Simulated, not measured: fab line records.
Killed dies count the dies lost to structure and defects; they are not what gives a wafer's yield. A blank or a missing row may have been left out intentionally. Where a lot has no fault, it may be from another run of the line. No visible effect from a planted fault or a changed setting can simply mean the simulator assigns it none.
Which of the tools did it? | flow sky130 | 11 lots with 33 wafers sampled at 5 steps, on a route of 708 steps

WHAT EACH GAUGE READ, for each wafer
SKY_CAP2M_THK_MEAS_04: measures by xrf.
lot  | measured     | on            | CAP2M_TIN_THK (nm)
L819 | day 40 13:59 | film-metro-04 | 196.2 196.8 196.1
L821 | day 41 05:59 | film-metro-01 | 196.1 196.2 195.4
L822 | day 41 12:07 | film-metro-01 | 196.9 198.1 197.0
L823 | day 42 07:06 | film-metro-02 | 200.8 201.2 198.1
L824 | day 42 12:05 | film-metro-01 | 197.7 194.1 198.2
L834 | day 44 16:46 | film-metro-02 | 204.2 204.2 201.7
L837 | day 45 11:36 | film-metro-04 | 198.1 198.2 199.6
L838 | day 45 17:39 | film-metro-02 | 201.1 199.0 200.0
L839 | day 45 19:45 | film-metro-04 | 200.4 199.5 201.1
L840 | day 46 00:13 | film-metro-01 | 199.6 199.5 201.1
L842 | day 46 19:23 | film-metro-02 | 206.5 204.0 205.7

SKY_VIA4_THK_MEAS_01.
lot  | measured     | on            | VIA4_HDPCVD_THK (nm)
L819 | day 42 16:32 | film-metro-01 | 1731 1740 1725
L821 | day 43 08:48 | film-metro-02 | 1750 1754 1754
L822 | day 43 15:19 | film-metro-03 | 1415 1414 1398
L823 | day 44 08:57 | film-metro-01 | 1780 1762 1776
L824 | day 44 12:56 | film-metro-02 | 1387 1412 1377
L834 | day 46 14:22 | film-metro-03 | 1754 1748 1772
L837 | day 47 08:42 | film-metro-03 | 1726 1750 1763
L838 | day 47 13:56 | film-metro-02 | 1743 1748 1763
L839 | day 47 16:38 | film-metro-01 | 1762 1749 1776
L840 | day 47 19:15 | film-metro-02 | 1738 1733 1740
L842 | day 48 14:04 | film-metro-02 | 1721 1745 1740

EACH LOT AND THE TOOL THAT RAN IT (in order: tool; ch and the chambers of the sampled wafers; start)
lot  | SKY_VIA3_STRIP_16                    | SKY_CAP2M_SPUTTER_02         | SKY_VIA4_HDPCVD_00
L819 | plasma-asher-03 ch 0,1, day 40 12:15 | pvd-sputter-02, day 40 13:45 | hdpcvd-01 ch 0,1,2, day 42 16:22
L821 | plasma-asher-02 ch 1, day 41 04:15   | pvd-sputter-01, day 41 05:44 | hdpcvd-01 ch 0,2, day 43 08:37
L822 | plasma-asher-04 ch 0,1, day 41 10:17 | pvd-sputter-02, day 41 11:52 | hdpcvd-01 ch 0,1,2, day 43 15:07
L823 | plasma-asher-03 ch 0,1, day 42 05:11 | pvd-sputter-02, day 42 06:52 | hdpcvd-02 ch 0,1, day 44 08:46
L824 | plasma-asher-02 ch 0,1, day 42 10:14 | pvd-sputter-02, day 42 11:51 | hdpcvd-01 ch 1,2, day 44 12:46
L834 | plasma-asher-04 ch 0,1, day 44 15:04 | pvd-sputter-02, day 44 16:31 | hdpcvd-02 ch 0,1, day 46 14:10
L837 | plasma-asher-02 ch 0,1, day 45 09:51 | pvd-sputter-04, day 45 11:22 | hdpcvd-01 ch 0,1,2, day 47 08:31
L838 | plasma-asher-03 ch 0,1, day 45 15:32 | pvd-sputter-02, day 45 17:25 | hdpcvd-01 ch 0,1, day 47 13:46
L839 | plasma-asher-04 ch 0,1, day 45 17:59 | pvd-sputter-01, day 45 19:31 | hdpcvd-01 ch 0,1,2, day 47 16:26
L840 | plasma-asher-04 ch 0,1, day 45 22:31 | pvd-sputter-04, day 45 23:58 | hdpcvd-01 ch 0,2, day 47 19:03
L842 | plasma-asher-02 ch 0,1, day 46 17:38 | pvd-sputter-02, day 46 19:08 | hdpcvd-01 ch 0,1,2, day 48 13:52
- SKY_VIA3_STRIP_16: strips in O2/N2.
- SKY_CAP2M_SPUTTER_02: material TiN, target thk 200 nm, time 166.7 s.
- SKY_VIA4_HDPCVD_00: deposits SiO2, target thk 1750 nm, time 291.7 s.

AS READ BY THE TOOLS THEMSELVES (means over the sampled wafers that have a number; for cases with no such wafer, the mark the record gives instead)
SKY_VIA3_STRIP_16.
lot  | tool            | drypump-motor-current-A (A) | o2-flow-sccm (sccm) | oes-product-au (a.u.) | strip-time-to-endpoint-s (s)
L819 | plasma-asher-03 | 5.29                        | 2996                | 0.406                 | 4.141
L821 | plasma-asher-02 | 5.93                        | 3021                | 0.403                 | 4.133
L822 | plasma-asher-04 | 5.89                        | 3006                | 0.398                 | 4.121
L823 | plasma-asher-03 | 5.29                        | 2991                | 0.399                 | 4.117
L824 | plasma-asher-02 | 5.85                        | 3010                | 0.401                 | 4.138
L834 | plasma-asher-04 | 5.88                        | 2995                | 0.400                 | 4.160
L837 | plasma-asher-02 | 5.77                        | 3011                | 0.402                 | 4.143
L838 | plasma-asher-03 | 5.28                        | 3011                | 0.401                 | 4.129
L839 | plasma-asher-04 | 5.86                        | 2995                | 0.401                 | 4.129
L840 | plasma-asher-04 | 5.88                        | 2988                | 0.403                 | 4.125
L842 | plasma-asher-02 | 5.78                        | 3001                | 0.400                 | 4.143

SKY_CAP2M_SPUTTER_02.
lot  | tool           | substrate-temp-c (C) | throttle-valve-pct (%)
L819 | pvd-sputter-02 | 300.16               | 30.4
L821 | pvd-sputter-01 | 299.94               | 29.0
L822 | pvd-sputter-02 | 299.88               | 30.2
L823 | pvd-sputter-02 | 299.95               | 30.1
L824 | pvd-sputter-02 | 300.01               | 30.3
L834 | pvd-sputter-02 | 299.87               | 30.6
L837 | pvd-sputter-04 | 299.88               | 29.8
L838 | pvd-sputter-02 | 300.07               | 30.2
L839 | pvd-sputter-01 | 300.01               | 28.9
L840 | pvd-sputter-04 | 300.07               | 31.5
L842 | pvd-sputter-02 | 300.12               | 30.1

SKY_VIA4_HDPCVD_00.
lot  | tool      | sih4-flow-sccm (sccm)
L819 | hdpcvd-01 | 59.94
L821 | hdpcvd-01 | 60.00
L822 | hdpcvd-01 | 48.05
L823 | hdpcvd-02 | 59.89
L824 | hdpcvd-01 | 47.86
L834 | hdpcvd-02 | 60.13
L837 | hdpcvd-01 | 60.10
L838 | hdpcvd-01 | 60.05
L839 | hdpcvd-01 | 59.95
L840 | hdpcvd-01 | 60.00
L842 | hdpcvd-01 | 59.91

THE ANSWER, worked out from the rows above alone
Rule: the lots themselves supply what counts as usual. Put in order of their means at a reading, lots are off if they are a third of the lots or fewer, leave a main group of 4 or more, and stand apart from it by a gap of 3 or more times the standard deviation of the main group's means; of several such gaps the widest counts. Not used: any main group whose means are identical at the precision the tables above print for the reading. A lot without any number at a reading at which 4 lots or more have one is off too. Where the step has rows for the other lots, those lots are counted as sound. First the gauges in route order, then the tools' own readings, where a lot's mean is used as printed above. The first step at which some lot is off is used, and at that step the reading that is off furthest; a lot without a number counts as furthest.
Off: L822, L824, seen at SKY_VIA4_THK_MEAS_01 (VIA4_HDPCVD_THK). For the main group the mean is 1750 nm and the standard deviation 13.
If a tool, at a process step before that reading, ran all the lots that are off and no sound lot after the first of them, it fits. Not tried: the gauges at SKY_VIA4_THK_MEAS_01; whatever is off there is also off at SKY_VIA4_HDPCVD_00, on other tools, and gauge error can't account for it. No candidate that was tried fits.

WHAT THE SIMULATOR HAD PUT IN
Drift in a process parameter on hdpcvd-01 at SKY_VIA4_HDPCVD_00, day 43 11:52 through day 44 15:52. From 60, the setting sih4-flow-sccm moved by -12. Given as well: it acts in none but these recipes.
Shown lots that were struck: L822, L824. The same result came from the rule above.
